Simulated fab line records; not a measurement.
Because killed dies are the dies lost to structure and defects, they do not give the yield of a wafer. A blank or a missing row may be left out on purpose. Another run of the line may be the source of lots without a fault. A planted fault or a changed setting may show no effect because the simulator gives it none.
fab line records / flow sky130 / part 2 of 2: steps 26 to 35 of 35
[record] lots = 5 wafers = 15 last-day = 50
route steps=708 shown VIA2@522 METAL3@532 CAPM@537
lots with no fault: from the same line, run without faults
start-h: the number of hours between the record's first day and the start of the first shown wafer of the lot / wait-h: how many hours have passed since the lot's step before this one / " unchanged from the row above / L1.1+2: one row covering several wafers at once / - no value, or no start was given / * or withheld: withheld / < > ~ a bound
route shown NAME@n: NAME is a module with steps in the file, n the number in the route of the first one / usual: mean/standard deviation of fault-free wafers / same: alike in all rows / chamber/n: place in a boat / sites: the reading at each site / _std_site: standard deviation of those values / _edge_site: the outer-site mean with the inner-site mean subtracted / radius-mm: how far each site lies from the wafer's centre / mask NAME#n: copy n / behind: the tool/chamber that last shaped the wafer / hold: why the lot went on hold/how many hours it stayed there/how the hold came to an end / device: which transistor (n, p or np) failed to switch / end of line: the tests these same wafers got at the end of their route / step lacking rows: just its recipe / killed: dies that structure and defects cost at the first sort, which is not the same as the wafer's yield / map: a wafer's dies, x killed, . not, _ none there
set.NAME: the setting as run; set.NAME@STEP: as run at that earlier step / model.NAME: the simulator's own value behind a step, which no gauge read
certain route steps with their lots: each step a table, each wafer a row
services: from which hour (start-h, from the record's first day; less than 0 if before it) a tool's chamber was out of use, for how many hours, and why
[[steps]]
[step SKY_CAPM_PEB_10]
[recipe] temp-c = withheld time-s = * resist = NOVOLAK
[usual] exhaust-pa = 44.9/0.73
[same] time-s = *
lot.wafer=L079.1 tool=litho-track-02 chamber=0 start-h=- wait-h=- exhaust-pa=45.2
lot.wafer=L079.4 tool=litho-track-02 chamber=0 start-h=- wait-h=- exhaust-pa=45.4
lot.wafer=L079.6 tool=litho-track-02 chamber=0 start-h=- wait-h=- exhaust-pa=45.5
lot.wafer=L087.1 tool=litho-track-02 chamber=0 start-h=- wait-h=- exhaust-pa=44.6
lot.wafer=L087.3 tool=litho-track-02 chamber=0 start-h=- wait-h=- exhaust-pa=45.9
lot.wafer=L087.5 tool=litho-track-02 chamber=0 start-h=- wait-h=- exhaust-pa=45.1
lot.wafer=L092.3 tool=litho-track-03 chamber=0 start-h=- wait-h=- exhaust-pa=46.2
lot.wafer=L092.4 tool=litho-track-03 chamber=0 start-h=- wait-h=- exhaust-pa=45.3
lot.wafer=L092.5 tool=litho-track-03 chamber=0 start-h=- wait-h=- exhaust-pa=45.2
lot.wafer=L094.1 tool=litho-track-04 chamber=0 start-h=- wait-h=- exhaust-pa=43.6
lot.wafer=L094.2 tool=litho-track-04 chamber=0 start-h=- wait-h=- exhaust-pa=44.4
lot.wafer=L094.6 tool=litho-track-04 chamber=0 start-h=- wait-h=- exhaust-pa=44.0
lot.wafer=L097.3 tool=litho-track-03 chamber=0 start-h=- wait-h=- exhaust-pa=44.5
lot.wafer=L097.4 tool=litho-track-03 chamber=0 start-h=- wait-h=- exhaust-pa=44.5
lot.wafer=L097.5 tool=litho-track-03 chamber=0 start-h=- wait-h=- exhaust-pa=44.5
[step SKY_CAPM_DEVELOP_11]
[recipe] resist = NOVOLAK developer = TMAH develop-time-s = 60 dev-temp-c = 23
[usual] exhaust-pa = 45.2/1.1
[same] develop-time-s = 60
lot.wafer=L079.1 tool=litho-track-02 chamber=0 start-h=931.02 wait-h=0.1 exhaust-pa=45.2
lot.wafer=L079.4 tool=litho-track-02 chamber=0 start-h=931.02 wait-h=0.1 exhaust-pa=46.5
lot.wafer=L079.6 tool=litho-track-02 chamber=0 start-h=931.02 wait-h=0.1 exhaust-pa=45.5
lot.wafer=L087.1 tool=litho-track-02 chamber=0 start-h=969.32 wait-h=0.1 exhaust-pa=44.2
lot.wafer=L087.3 tool=litho-track-02 chamber=0 start-h=969.32 wait-h=0.1 exhaust-pa=44.1
lot.wafer=L087.5 tool=litho-track-02 chamber=0 start-h=969.32 wait-h=0.1 exhaust-pa=45.3
lot.wafer=L092.3 tool=litho-track-03 chamber=0 start-h=1004.26 wait-h=0.1 exhaust-pa=44.6
lot.wafer=L092.4 tool=litho-track-03 chamber=0 start-h=1004.26 wait-h=0.1 exhaust-pa=44.4
lot.wafer=L092.5 tool=litho-track-03 chamber=0 start-h=1004.26 wait-h=0.1 exhaust-pa=46.1
lot.wafer=L094.1 tool=litho-track-04 chamber=0 start-h=1012.99 wait-h=0.1 exhaust-pa=46.6
lot.wafer=L094.2 tool=litho-track-04 chamber=0 start-h=1012.99 wait-h=0.1 exhaust-pa=47.5
lot.wafer=L094.6 tool=litho-track-04 chamber=0 start-h=1012.99 wait-h=0.1 exhaust-pa=47.7
lot.wafer=L097.3 tool=litho-track-03 chamber=0 start-h=1040.91 wait-h=0.1 exhaust-pa=44.7
lot.wafer=L097.4 tool=litho-track-03 chamber=0 start-h=1040.91 wait-h=0.1 exhaust-pa=45.4
lot.wafer=L097.5 tool=litho-track-03 chamber=0 start-h=1040.91 wait-h=0.1 exhaust-pa=46.1
[step SKY_CAPM_OVL_MEAS_12]
[usual] CAPM_OVL = 0.9/1.2
lot.wafer=L079.1 tool=overlay-02 chamber=- start-h=931.17 wait-h=0.1 CAPM_OVL[nm]=2.1
lot.wafer=L079.4 tool=overlay-02 chamber=- start-h=931.17 wait-h=0.1 CAPM_OVL[nm]=2.6
lot.wafer=L079.6 tool=overlay-02 chamber=- start-h=931.17 wait-h=0.1 CAPM_OVL[nm]=2.0
lot.wafer=L087.1 tool=overlay-02 chamber=- start-h=969.47 wait-h=0.1 CAPM_OVL[nm]=1.7
lot.wafer=L087.3 tool=overlay-02 chamber=- start-h=969.47 wait-h=0.1 CAPM_OVL[nm]=0.9
lot.wafer=L087.5 tool=overlay-02 chamber=- start-h=969.47 wait-h=0.1 CAPM_OVL[nm]=1.0
lot.wafer=L092.3 tool=overlay-01 chamber=- start-h=1004.38 wait-h=0.1 CAPM_OVL[nm]=1.2
lot.wafer=L092.4 tool=overlay-01 chamber=- start-h=1004.38 wait-h=0.1 CAPM_OVL[nm]=0.5
lot.wafer=L092.5 tool=overlay-01 chamber=- start-h=1004.38 wait-h=0.1 CAPM_OVL[nm]=0.3
lot.wafer=L094.1 tool=overlay-02 chamber=- start-h=1013.14 wait-h=0.1 CAPM_OVL[nm]=0.1
lot.wafer=L094.2 tool=overlay-02 chamber=- start-h=1013.14 wait-h=0.1 CAPM_OVL[nm]=0.7
lot.wafer=L094.6 tool=overlay-02 chamber=- start-h=1013.14 wait-h=0.1 CAPM_OVL[nm]=-0.1
lot.wafer=L097.3 tool=overlay-02 chamber=- start-h=1041.03 wait-h=0.1 CAPM_OVL[nm]=0.0
lot.wafer=L097.4 tool=overlay-02 chamber=- start-h=1041.03 wait-h=0.1 CAPM_OVL[nm]=-1.0
lot.wafer=L097.5 tool=overlay-02 chamber=- start-h=1041.03 wait-h=0.1 CAPM_OVL[nm]=-0.1
[step SKY_CAPM_METAL_ETCH_13]
[recipe] target-depth-nm = 220 stop-on = SiO2 chemistry = Cl2/BCl3 target = TiN pressure-mtorr = 10 icp-w = 900 bias-w = 48.5 Cl2_flow_sccm = 60 bcl3-flow-sccm = 30 time-s = 62.9
[usual] bcl3-flow-sccm = 30.00/0.079 drypump-motor-current-A = 5.8/0.35 oes-product-au = 0.943/0.0083 throttle-valve-pct = 21.902/0.01
[same] time-s = 62.9
lot.wafer=L079.1 tool=rie-metal-03 chamber=1 start-h=931.20 wait-h=0.0 bcl3-flow-sccm=30.07 drypump-motor-current-A=6.2 oes-product-au=0.939 rf-hours-counter-h=15 throttle-valve-pct=21.916
lot.wafer=L079.4 tool=rie-metal-03 chamber=1 start-h=931.20 wait-h=0.0 bcl3-flow-sccm=30.09 drypump-motor-current-A=6.2 oes-product-au=0.937 rf-hours-counter-h=- throttle-valve-pct=21.903
lot.wafer=L079.6 tool=rie-metal-03 chamber=1 start-h=931.20 wait-h=0.0 bcl3-flow-sccm=30.07 drypump-motor-current-A=6.2 oes-product-au=0.936 rf-hours-counter-h=- throttle-valve-pct=21.895
lot.wafer=L087.1 tool=rie-metal-01 chamber=1 start-h=969.50 wait-h=0.0 bcl3-flow-sccm=30.01 drypump-motor-current-A=5.6 oes-product-au=0.957 rf-hours-counter-h=18 throttle-valve-pct=21.897
lot.wafer=L087.3 tool=rie-metal-01 chamber=0 start-h=969.50 wait-h=0.0 bcl3-flow-sccm=29.92 drypump-motor-current-A=5.4 oes-product-au=0.948 rf-hours-counter-h=- throttle-valve-pct=21.897
lot.wafer=L087.5 tool=rie-metal-01 chamber=0 start-h=969.50 wait-h=0.0 bcl3-flow-sccm=30.06 drypump-motor-current-A=5.4 oes-product-au=0.943 rf-hours-counter-h=- throttle-valve-pct=21.890
lot.wafer=L092.3 tool=rie-metal-02 chamber=1 start-h=1004.42 wait-h=0.0 bcl3-flow-sccm=29.93 drypump-motor-current-A=5.4 oes-product-au=0.946 rf-hours-counter-h=- throttle-valve-pct=21.907
lot.wafer=L092.4 tool=rie-metal-02 chamber=0 start-h=1004.42 wait-h=0.0 bcl3-flow-sccm=30.08 drypump-motor-current-A=6.2 oes-product-au=0.930 rf-hours-counter-h=- throttle-valve-pct=21.891
lot.wafer=L092.5 tool=rie-metal-02 chamber=1 start-h=1004.42 wait-h=0.0 bcl3-flow-sccm=30.11 drypump-motor-current-A=5.4 oes-product-au=0.930 rf-hours-counter-h=- throttle-valve-pct=21.904
lot.wafer=L094.1 tool=rie-metal-01 chamber=0 start-h=1013.18 wait-h=0.0 bcl3-flow-sccm=30.00 drypump-motor-current-A=5.4 oes-product-au=0.947 rf-hours-counter-h=5 throttle-valve-pct=21.896
lot.wafer=L094.2 tool=rie-metal-01 chamber=0 start-h=1013.18 wait-h=0.0 bcl3-flow-sccm=30.05 drypump-motor-current-A=5.4 oes-product-au=0.959 rf-hours-counter-h=- throttle-valve-pct=21.879
lot.wafer=L094.6 tool=rie-metal-01 chamber=0 start-h=1013.18 wait-h=0.0 bcl3-flow-sccm=30.05 drypump-motor-current-A=5.4 oes-product-au=0.954 rf-hours-counter-h=- throttle-valve-pct=21.892
lot.wafer=L097.3 tool=rie-metal-01 chamber=0 start-h=1041.08 wait-h=0.0 bcl3-flow-sccm=30.04 drypump-motor-current-A=5.4 oes-product-au=0.941 rf-hours-counter-h=- throttle-valve-pct=21.901
lot.wafer=L097.4 tool=rie-metal-01 chamber=1 start-h=1041.08 wait-h=0.0 bcl3-flow-sccm=30.13 drypump-motor-current-A=5.6 oes-product-au=0.934 rf-hours-counter-h=- throttle-valve-pct=21.904
lot.wafer=L097.5 tool=rie-metal-01 chamber=0 start-h=1041.08 wait-h=0.0 bcl3-flow-sccm=29.98 drypump-motor-current-A=5.4 oes-product-au=0.949 rf-hours-counter-h=- throttle-valve-pct=21.902
[step SKY_CAPM_STRIP_14]
[recipe] chemistry = O2/N2 power-w = 1400 pressure-mtorr = 1500 platen-temp-c = withheld o2-flow-sccm = 3000 n2-flow-sccm = 300 overash-fraction = 0.5
[usual] drypump-motor-current-A = 5.7/0.44 oes-product-au = 0.711/0.0045 strip-time-to-endpoint-s = 12.67/0.049
lot.wafer=L079.1 tool=plasma-asher-03 chamber=1 start-h=931.28 wait-h=0.1 drypump-motor-current-A=5.3 oes-product-au=0.717 rf-hours-counter-h=19 strip-time-to-endpoint-s=12.66
lot.wafer=L079.4 tool=plasma-asher-03 chamber=1 start-h=931.28 wait-h=0.1 drypump-motor-current-A=5.3 oes-product-au=0.713 rf-hours-counter-h=- strip-time-to-endpoint-s=12.61
lot.wafer=L079.6 tool=plasma-asher-03 chamber=0 start-h=931.28 wait-h=0.1 drypump-motor-current-A=5.2 oes-product-au=0.706 rf-hours-counter-h=- strip-time-to-endpoint-s=12.68
lot.wafer=L087.1 tool=plasma-asher-03 chamber=0 start-h=969.58 wait-h=0.1 drypump-motor-current-A=5.2 oes-product-au=0.708 rf-hours-counter-h=23 strip-time-to-endpoint-s=12.70
lot.wafer=L087.3 tool=plasma-asher-03 chamber=0 start-h=969.58 wait-h=0.1 drypump-motor-current-A=5.3 oes-product-au=0.716 rf-hours-counter-h=- strip-time-to-endpoint-s=12.57
lot.wafer=L087.5 tool=plasma-asher-03 chamber=1 start-h=969.58 wait-h=0.1 drypump-motor-current-A=5.3 oes-product-au=0.719 rf-hours-counter-h=- strip-time-to-endpoint-s=12.62
lot.wafer=L092.3 tool=plasma-asher-03 chamber=1 start-h=1004.51 wait-h=0.1 drypump-motor-current-A=5.3 oes-product-au=0.714 rf-hours-counter-h=- strip-time-to-endpoint-s=12.71
lot.wafer=L092.4 tool=plasma-asher-03 chamber=0 start-h=1004.51 wait-h=0.1 drypump-motor-current-A=5.3 oes-product-au=0.709 rf-hours-counter-h=- strip-time-to-endpoint-s=12.71
lot.wafer=L092.5 tool=plasma-asher-03 chamber=1 start-h=1004.51 wait-h=0.1 drypump-motor-current-A=5.3 oes-product-au=0.708 rf-hours-counter-h=- strip-time-to-endpoint-s=12.70
lot.wafer=L094.1 tool=plasma-asher-01 chamber=0 start-h=1013.33 wait-h=0.1 drypump-motor-current-A=5.8 oes-product-au=0.703 rf-hours-counter-h=113 strip-time-to-endpoint-s=12.64
lot.wafer=L094.2 tool=plasma-asher-01 chamber=1 start-h=1013.33 wait-h=0.1 drypump-motor-current-A=6.8 oes-product-au=0.709 rf-hours-counter-h=113 strip-time-to-endpoint-s=12.64
lot.wafer=L094.6 tool=plasma-asher-01 chamber=0 start-h=1013.33 wait-h=0.1 drypump-motor-current-A=5.8 oes-product-au=0.712 rf-hours-counter-h=- strip-time-to-endpoint-s=12.61
lot.wafer=L097.3 tool=plasma-asher-02 chamber=0 start-h=1041.16 wait-h=0.1 drypump-motor-current-A=5.9 oes-product-au=0.708 rf-hours-counter-h=- strip-time-to-endpoint-s=12.54
lot.wafer=L097.4 tool=plasma-asher-02 chamber=1 start-h=1041.16 wait-h=0.1 drypump-motor-current-A=5.7 oes-product-au=0.708 rf-hours-counter-h=- strip-time-to-endpoint-s=12.68
lot.wafer=L097.5 tool=plasma-asher-02 chamber=0 start-h=1041.16 wait-h=0.1 drypump-motor-current-A=5.9 oes-product-au=0.715 rf-hours-counter-h=- strip-time-to-endpoint-s=12.55
[step SKY_CAPM_STRIP_15]
[recipe] chemistry = post-etch-residue-remover time-s = 1200 temp-c = 72.5
[same] time-s = 1200
lot.wafer=L079.1+4+6 tool=wet-bench-04 chamber=2 start-h=931.38 wait-h=0.1
lot.wafer=L087.1+3+5 tool=wet-bench-02 chamber=3 start-h=969.68 wait-h=0.1
lot.wafer=L092.3+4+5 tool=wet-bench-04 chamber=0 start-h=1004.58 wait-h=0.0
lot.wafer=L094.1+2+6 tool=wet-bench-01 chamber=1 start-h=1013.43 wait-h=0.1
lot.wafer=L097.3+4+5 tool=wet-bench-04 chamber=2 start-h=1041.23 wait-h=0.0
[step SKY_CAPM_CLEAN_16]
[recipe] chemistry = IPA time-s = 180 temp-c = 25
[same] time-s = 180
lot.wafer=L079.1+4+6 tool=wet-bench-02 chamber=2 start-h=931.72 wait-h=0.0
lot.wafer=L087.1+3+5 tool=wet-bench-01 chamber=1 start-h=970.02 wait-h=0.0
lot.wafer=L092.3+4+5 tool=wet-bench-02 chamber=1 start-h=1004.92 wait-h=0.0
lot.wafer=L094.1+2+6 tool=wet-bench-04 chamber=1 start-h=1013.78 wait-h=0.0
lot.wafer=L097.3+4+5 tool=wet-bench-01 chamber=0 start-h=1041.57 wait-h=0.0
[step SKY_CAPM_CLEAN_17]
[recipe] chemistry = O3/DIW dry = n2-spin
lot.wafer=L079.1+4+6 tool=wet-bench-04 chamber=0 start-h=931.79 wait-h=0.0
lot.wafer=L087.1+3+5 tool=wet-bench-02 chamber=1 start-h=970.08 wait-h=0.0
lot.wafer=L092.3+4+5 tool=wet-bench-01 chamber=0 start-h=1004.98 wait-h=0.0
lot.wafer=L094.1+2+6 tool=wet-bench-02 chamber=3 start-h=1013.83 wait-h=0.0
lot.wafer=L097.3+4+5 tool=wet-bench-04 chamber=3 start-h=1041.63 wait-h=0.0
[step SKY_METAL3_DEHYDRATE_05]
[recipe] temp-c = 200 time-s = 60
[usual] exhaust-pa = 45.2/0.92
[same] time-s = 60
lot.wafer=L079.1 tool=litho-track-04 chamber=0 start-h=943.79 wait-h=11.9 exhaust-pa=45.9
lot.wafer=L079.4 tool=litho-track-04 chamber=0 start-h=943.79 wait-h=11.9 exhaust-pa=44.3
lot.wafer=L079.6 tool=litho-track-04 chamber=0 start-h=943.79 wait-h=11.9 exhaust-pa=45.6
lot.wafer=L087.1 tool=litho-track-01 chamber=0 start-h=981.50 wait-h=11.3 exhaust-pa=45.8
lot.wafer=L087.3 tool=litho-track-01 chamber=0 start-h=981.50 wait-h=11.3 exhaust-pa=45.2
lot.wafer=L087.5 tool=litho-track-01 chamber=0 start-h=981.50 wait-h=11.3 exhaust-pa=45.9
lot.wafer=L092.3 tool=litho-track-01 chamber=0 start-h=1015.65 wait-h=10.6 exhaust-pa=44.5
lot.wafer=L092.4 tool=litho-track-01 chamber=0 start-h=1015.65 wait-h=10.6 exhaust-pa=44.4
lot.wafer=L092.5 tool=litho-track-01 chamber=0 start-h=1015.65 wait-h=10.6 exhaust-pa=45.2
lot.wafer=L094.1 tool=litho-track-01 chamber=0 start-h=1024.35 wait-h=10.4 exhaust-pa=44.2
lot.wafer=L094.2 tool=litho-track-01 chamber=0 start-h=1024.35 wait-h=10.4 exhaust-pa=45.3
lot.wafer=L094.6 tool=litho-track-01 chamber=0 start-h=1024.35 wait-h=10.4 exhaust-pa=45.6
lot.wafer=L097.3 tool=litho-track-04 chamber=0 start-h=1052.39 wait-h=10.7 exhaust-pa=44.7
lot.wafer=L097.4 tool=litho-track-04 chamber=0 start-h=1052.39 wait-h=10.7 exhaust-pa=44.6
lot.wafer=L097.5 tool=litho-track-04 chamber=0 start-h=1052.39 wait-h=10.7 exhaust-pa=45.5
[step SKY_METAL3_HMDS_06]
[recipe] prime-time-s = 60 prime-temp-c = 120
[usual] exhaust-pa = 45.0/0.82
lot.wafer=L079.1 tool=litho-track-04 chamber=0 start-h=943.94 wait-h=0.1 exhaust-pa=45.6
lot.wafer=L079.4 tool=litho-track-04 chamber=0 start-h=943.94 wait-h=0.1 exhaust-pa=45.8
lot.wafer=L079.6 tool=litho-track-04 chamber=0 start-h=943.94 wait-h=0.1 exhaust-pa=44.5
lot.wafer=L087.1 tool=litho-track-01 chamber=0 start-h=981.65 wait-h=0.1 exhaust-pa=45.1
lot.wafer=L087.3 tool=litho-track-01 chamber=0 start-h=981.65 wait-h=0.1 exhaust-pa=45.0
lot.wafer=L087.5 tool=litho-track-01 chamber=0 start-h=981.65 wait-h=0.1 exhaust-pa=44.6
lot.wafer=L092.3 tool=litho-track-01 chamber=0 start-h=1015.80 wait-h=0.1 exhaust-pa=46.0
lot.wafer=L092.4 tool=litho-track-01 chamber=0 start-h=1015.80 wait-h=0.1 exhaust-pa=46.1
lot.wafer=L092.5 tool=litho-track-01 chamber=0 start-h=1015.80 wait-h=0.1 exhaust-pa=46.8
lot.wafer=L094.1 tool=litho-track-01 chamber=0 start-h=1024.50 wait-h=0.1 exhaust-pa=44.4
lot.wafer=L094.2 tool=litho-track-01 chamber=0 start-h=1024.50 wait-h=0.1 exhaust-pa=45.2
lot.wafer=L094.6 tool=litho-track-01 chamber=0 start-h=1024.50 wait-h=0.1 exhaust-pa=45.6
lot.wafer=L097.3 tool=litho-track-04 chamber=0 start-h=1052.54 wait-h=0.1 exhaust-pa=44.4
lot.wafer=L097.4 tool=litho-track-04 chamber=0 start-h=1052.54 wait-h=0.1 exhaust-pa=43.9
lot.wafer=L097.5 tool=litho-track-04 chamber=0 start-h=1052.54 wait-h=0.1 exhaust-pa=43.3
[[services]]
tool=plasma-asher-02 chamber=- start-h=892.86 hours=1.8 kind=repair
tool=wet-bench-02 chamber=- start-h=898.96 hours=2.9 kind=repair
tool=cvd-w-01 chamber=- start-h=904.00 hours=14.0 kind=pm
tool=cmp-01 chamber=- start-h=912.00 hours=4.0 kind=pm
tool=iline-stepper-02 chamber=- start-h=912.20 hours=2.1 kind=pm
tool=iline-stepper-02 chamber=- start-h=914.29 hours=1.7 kind=pm
tool=wet-bench-01 chamber=- start-h=924.64 hours=13.0 kind=repair
tool=cvd-w-01 chamber=- start-h=940.42 hours=6.0 kind=pm
tool=pvd-sputter-02 chamber=- start-h=941.72 hours=2.0 kind=repair
tool=plasma-asher-02 chamber=- start-h=949.83 hours=2.0 kind=repair
tool=rie-diel-02 chamber=1 start-h=950.09 hours=3.8 kind=repair
tool=rie-diel-02 chamber=1 start-h=957.42 hours=1.2 kind=repair
tool=rie-diel-02 chamber=3 start-h=960.95 hours=2.8 kind=repair
tool=cvd-w-01 chamber=0 start-h=961.19 hours=3.1 kind=repair
tool=rie-metal-01 chamber=- start-h=961.59 hours=0.3 kind=repair
tool=rie-diel-02 chamber=1 start-h=970.46 hours=3.4 kind=repair
tool=pvd-sputter-03 chamber=- start-h=989.84 hours=2.7 kind=repair
tool=rie-diel-02 chamber=2 start-h=1002.76 hours=2.9 kind=repair
tool=wet-bench-02 chamber=- start-h=1014.29 hours=1.9 kind=repair
tool=plasma-asher-01 chamber=- start-h=1015.16 hours=38.0 kind=repair
tool=plasma-asher-03 chamber=- start-h=1015.18 hours=28.1 kind=pm
tool=iline-stepper-02 chamber=- start-h=1016.25 hours=4.2 kind=repair
tool=rie-diel-02 chamber=0 start-h=1021.29 hours=15.8 kind=repair
tool=wet-bench-04 chamber=- start-h=1050.87 hours=6.0 kind=repair
